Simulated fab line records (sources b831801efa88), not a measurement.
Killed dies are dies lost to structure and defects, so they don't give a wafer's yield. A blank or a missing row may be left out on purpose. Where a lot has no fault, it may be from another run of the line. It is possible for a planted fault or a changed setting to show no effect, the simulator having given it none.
Which of the tools did it? | flow sky130 | 36 wafers from 12 lots sampled at 5 of the route's 708 steps

WHAT THE GAUGES SHOWED, per wafer
The record lacks any reading of a measuring or inspecting step that a usual standard deviation could be used to judge.

WHAT TOOL EACH LOT RAN ON (gives the tool, then ch and the chambers of the sampled wafers, and finally the start)
lot  | SKY_METAL3_STRIP_19                  | SKY_VIA3_CMP_02               | SKY_METAL4_ETCH_16                | SKY_METAL4_ETCH_17                 | SKY_PAD_OPEN_PROBE_99
L327 | plasma-asher-01 ch 0,1, day 38 07:11 | cmp-01 ch 0,1, day 38 08:01   | rie-metal-03 ch 0,1, day 41 12:27 | rie-diel-04 ch 0,2,3, day 41 12:31 | prober-02, day 45 12:05
L328 | plasma-asher-01 ch 0,1, day 38 13:27 | cmp-01 ch 2,3, day 38 14:14   | rie-metal-01 ch 0,1, day 41 19:13 | rie-diel-02 ch 0,1,2, day 41 19:17 | prober-01, day 45 18:25
L329 | plasma-asher-04 ch 0,1, day 38 18:15 | cmp-01 ch 0,1,2, day 38 19:07 | rie-metal-01 ch 0,1, day 41 23:25 | rie-diel-04 ch 2,3, day 41 23:31   | prober-02, day 45 21:45
L331 | plasma-asher-03 ch 0,1, day 39 10:16 | cmp-02 ch 1,2,3, day 39 11:12 | rie-metal-01 ch 0,1, day 42 13:22 | rie-diel-04 ch 1,2,3, day 42 13:28 | prober-02, day 46 10:52
L334 | plasma-asher-03 ch 0,1, day 40 11:15 | cmp-02 ch 0,2, day 40 12:02   | rie-metal-01 ch 0,1, day 43 13:03 | rie-diel-01 ch 0,2, day 43 13:07   | prober-01, day 47 06:58
L335 | plasma-asher-04 ch 0,1, day 40 16:42 | cmp-02 ch 0,1, day 40 17:29   | rie-metal-01 ch 0,1, day 43 17:55 | rie-diel-02 ch 0,1,2, day 43 17:58 | prober-02, day 47 11:42
L339 | plasma-asher-03 ch 0, day 41 21:55   | cmp-02 ch 0,1,3, day 41 23:03 | rie-metal-02 ch 0,1, day 44 21:58 | rie-diel-02 ch 0,1, day 44 22:04   | prober-02, day 48 13:10
L342 | plasma-asher-01 ch 0,1, day 42 19:55 | cmp-02 ch 0,1,3, day 42 20:50 | rie-metal-03 ch 1, day 45 17:56   | rie-diel-02 ch 1,2, day 45 18:02   | prober-01, day 49 05:55
L343 | plasma-asher-03 ch 0,1, day 43 02:13 | cmp-02 ch 0,2,3, day 43 03:05 | rie-metal-02 ch 1, day 45 23:10   | rie-diel-04 ch 1,2, day 45 23:16   | prober-02, day 49 09:42
L347 | plasma-asher-04 ch 0,1, day 45 08:22 | cmp-01 ch 1,2, day 45 09:09   | rie-metal-01 ch 0,1, day 47 22:58 | rie-diel-04 ch 0,1, day 47 23:01   | prober-01, day 51 01:04
L350 | plasma-asher-01 ch 0,1, day 45 09:58 | cmp-01 ch 1,2,3, day 45 10:47 | rie-metal-02 ch 0,1, day 48 01:05 | rie-diel-02 ch 1,2, day 48 01:11   | prober-02, day 51 01:49
L346 | plasma-asher-01 ch 0,1, day 45 12:31 | cmp-02 ch 0,3, day 45 13:20   | rie-metal-01 ch 0,1, day 48 02:56 | rie-diel-01 ch 1,2,3, day 48 03:02 | prober-02, day 51 04:37
- SKY_METAL3_STRIP_19: strips in O2/N2.
- SKY_VIA3_CMP_02: polishes SiO2.
- SKY_METAL4_ETCH_16: etches BARC in N2/H2, stops on SiO2, time 88.2 s, target depth 60 nm.
- SKY_METAL4_ETCH_17: etches SiO2 in C4F8/O2/Ar, stops on TiN, time 3.9 s, target depth 15 nm.
- SKY_PAD_OPEN_PROBE_99

AS READ BY THE TOOLS THEMSELVES (means over the sampled wafers that have a number; for cases with no such wafer, the mark the record gives instead)
SKY_METAL3_STRIP_19. Usual: drypump-motor-current-A 6.0 A, standard deviation 0.52; oes-product-au 0.503 a.u., standard deviation 0.0059; strip-time-to-endpoint-s 6.57 s, standard deviation 0.089.
lot  | tool            | drypump-motor-current-A (A) | oes-product-au (a.u.) | strip-time-to-endpoint-s (s) | flag
L327 | plasma-asher-01 | 6.0                         | 0.506                 | 6.66                         |
L328 | plasma-asher-01 | 6.3                         | 0.504                 | 6.57                         |
L329 | plasma-asher-04 | 5.7                         | 0.504                 | 6.56                         |
L331 | plasma-asher-03 | 5.9                         | 0.493                 | 6.34                         |
L334 | plasma-asher-03 | 6.3                         | 0.503                 | 6.55                         |
L335 | plasma-asher-04 | 5.8                         | 0.499                 | 6.50                         |
L339 | plasma-asher-03 | 6.6                         | 0.503                 | 6.51                         |
L342 | plasma-asher-01 | 6.2                         | 0.495                 | 6.44                         |
L343 | plasma-asher-03 | 5.9                         | 0.503                 | 6.58                         |
L347 | plasma-asher-04 | 5.7                         | 0.504                 | 6.57                         |
L350 | plasma-asher-01 | 6.0                         | 0.502                 | 6.59                         |
L346 | plasma-asher-01 | 6.0                         | 0.509                 | 6.67                         |

SKY_VIA3_CMP_02. Usual: 12.3 A for motor-current-A, sd 0.89.
lot  | tool   | motor-current-A (A) | flag
L327 | cmp-01 | 12.3                |
L328 | cmp-01 | 12.3                |
L329 | cmp-01 | 12.7                |
L331 | cmp-02 | 11.9                |
L334 | cmp-02 | 12.2                |
L335 | cmp-02 | 13.4                |
L339 | cmp-02 | 12.5                |
L342 | cmp-02 | 12.1                |
L343 | cmp-02 | 11.4                |
L347 | cmp-01 | 12.1                |
L350 | cmp-01 | 12.1                |
L346 | cmp-02 | 11.9                |

SKY_METAL4_ETCH_16. Usual: drypump-motor-current-A 5.9 A, standard deviation 0.6; oes-product-au 0.626 a.u., standard deviation 0.0047; run-length-s 116.2 s, standard deviation 0.44; throttle-valve-pct 13.205 %, standard deviation 0.0092.
lot  | tool         | drypump-motor-current-A (A) | oes-product-au (a.u.) | run-length-s (s) | throttle-valve-pct (%) | flag
L327 | rie-metal-03 | 6.1                         | 0.629                 | 116.9            | 13.212                 |
L328 | rie-metal-01 | 5.2                         | 0.626                 | 115.9            | 13.200                 |
L329 | rie-metal-01 | 5.5                         | 0.625                 | 116.0            | 13.202                 |
L331 | rie-metal-01 | 5.5                         | 0.621                 | 116.0            | 13.205                 |
L334 | rie-metal-01 | 5.5                         | 0.672                 | 109.2            | 13.204                 | OFF
L335 | rie-metal-01 | 5.5                         | 0.672                 | 109.2            | 13.212                 | OFF
L339 | rie-metal-02 | 6.6                         | 0.626                 | 116.2            | 13.206                 |
L342 | rie-metal-03 | 5.8                         | 0.628                 | 117.1            | 13.213                 |
L343 | rie-metal-02 | 6.6                         | 0.623                 | 116.3            | 13.199                 |
L347 | rie-metal-01 | 5.3                         | 0.626                 | 115.9            | 13.208                 |
L350 | rie-metal-02 | 6.6                         | 0.626                 | 116.1            | 13.204                 |
L346 | rie-metal-01 | 5.5                         | 0.629                 | 115.8            | 13.205                 |

SKY_METAL4_ETCH_17. Usual: 0.758 a.u. for oes-product-au, sd 0.0071.
lot  | tool        | oes-product-au (a.u.) | flag
L327 | rie-diel-04 | 0.758                 |
L328 | rie-diel-02 | 0.766                 |
L329 | rie-diel-04 | 0.749                 |
L331 | rie-diel-04 | 0.757                 |
L334 | rie-diel-01 | 0.765                 |
L335 | rie-diel-02 | 0.754                 |
L339 | rie-diel-02 | 0.760                 |
L342 | rie-diel-02 | 0.760                 |
L343 | rie-diel-04 | 0.754                 |
L347 | rie-diel-04 | 0.762                 |
L350 | rie-diel-02 | 0.754                 |
L346 | rie-diel-01 | 0.757                 |

SKY_PAD_OPEN_PROBE_99. Usual: defect-limited-yield 82.3 %, standard deviation 2; killed_at_M0_to_M3 43, standard deviation 6.8; killed_at_M4_up 3.2, standard deviation 1.9; killed-at-contacts 24, standard deviation 5; killed-at-front-end 16, standard deviation 4.9; killed-at-other 0.4, standard deviation 0.76; killed-dies 87, standard deviation 10; killed-open 47, standard deviation 7.3; killed-short 39, standard deviation 6.2; sort_bin_3_pad_short 0.9 %, standard deviation 0.4; sort_bin_5_function 10.5 %, standard deviation 1.5; sort_bin_6_memory 6.4 %, standard deviation 1.2; sort-n-pass 405, standard deviation 10; sort-yield-pct 82.3 %, standard deviation 2.
lot  | tool      | defect-limited-yield (%) | killed_at_M0_to_M3 | killed_at_M4_up | killed-at-contacts | killed-at-front-end | killed-at-other | killed-dies | killed-open | killed-short | sort_bin_3_pad_short (%) | sort_bin_5_function (%) | sort_bin_6_memory (%) | sort-n-pass | sort-yield-pct (%) | flag
L327 | prober-02 | 81.2                     | 39                 | 2.3             | 30                 | 20                  | 0.7             | 92          | 55          | 37           | 1.1                      | 10.9                    | 6.8                   | 400         | 81.2               |
L328 | prober-01 | 82.2                     | 45                 | 3.7             | 24                 | 15                  | 0.3             | 88          | 49          | 39           | 0.5                      | 10.4                    | 6.9                   | 404         | 82.2               |
L329 | prober-02 | 82.4                     | 44                 | 2.0             | 23                 | 18                  | 0.3             | 87          | 46          | 41           | 1.0                      | 10.9                    | 5.8                   | 405         | 82.4               |
L331 | prober-02 | 81.8                     | 44                 | 4.0             | 24                 | 16                  | 0.7             | 89          | 48          | 42           | 0.6                      | 11.0                    | 6.5                   | 403         | 81.8               |
L334 | prober-01 | 83.4                     | 46                 | 1.7             | 21                 | 12                  | 0.7             | 82          | 50          | 32           | 0.5                      | 10.1                    | 6.0                   | 410         | 83.4               |
L335 | prober-02 | 81.3                     | 43                 | 3.0             | 27                 | 19                  | 0.3             | 92          | 49          | 43           | 0.7                      | 11.3                    | 6.8                   | 400         | 81.3               |
L339 | prober-02 | 80.6                     | 45                 | 2.7             | 28                 | 19                  | 1.3             | 96          | 54          | 40           | 1.5                      | 11.0                    | 7.0                   | 396         | 80.6               |
L342 | prober-01 | 85.9                     | 37                 | 2.3             | 20                 | 10                  | 1.3             | 70          | 37          | 33           | 0.5                      | 8.2                     | 5.4                   | 422         | 85.9               |
L343 | prober-02 | 82.3                     | 42                 | 3.7             | 26                 | 15                  | 0.3             | 87          | 49          | 38           | 0.7                      | 10.9                    | 6.1                   | 405         | 82.3               |
L347 | prober-01 | 85.2                     | 33                 | 2.7             | 23                 | 15                  | 0.0             | 73          | 43          | 30           | 1.0                      | 8.6                     | 5.2                   | 419         | 85.2               |
L350 | prober-02 | 82.5                     | 41                 | 1.7             | 27                 | 16                  | 0.7             | 86          | 46          | 40           | 0.9                      | 10.7                    | 5.9                   | 406         | 82.5               |
L346 | prober-02 | 82.6                     | 46                 | 2.3             | 21                 | 15                  | 0.7             | 85          | 51          | 35           | 0.9                      | 9.8                     | 6.6                   | 407         | 82.6               |

THE ANSWER, worked out from the rows above alone
Rule: a lot is off if the mean of its wafers that have a number lies more than 3 standard deviations from the usual mean. Also off: a lot with no number at a reading for which 4 or more lots have one. The other lots that the step has rows for count as sound. First the gauges in route order, then the tools' own readings, where a lot's mean is used as printed above. At the first step where some lot is off, the reading lying furthest off is the one used; lots without a number count as furthest.
Off: L334, L335 (SKY_METAL4_ETCH_16, run-length-s).
If a tool, at that step or one of the process steps before it, ran each lot that is off and ran no sound lot following the first of them, it fits. None of those tried fits.

WHAT THE SIMULATOR HAD INSERTED
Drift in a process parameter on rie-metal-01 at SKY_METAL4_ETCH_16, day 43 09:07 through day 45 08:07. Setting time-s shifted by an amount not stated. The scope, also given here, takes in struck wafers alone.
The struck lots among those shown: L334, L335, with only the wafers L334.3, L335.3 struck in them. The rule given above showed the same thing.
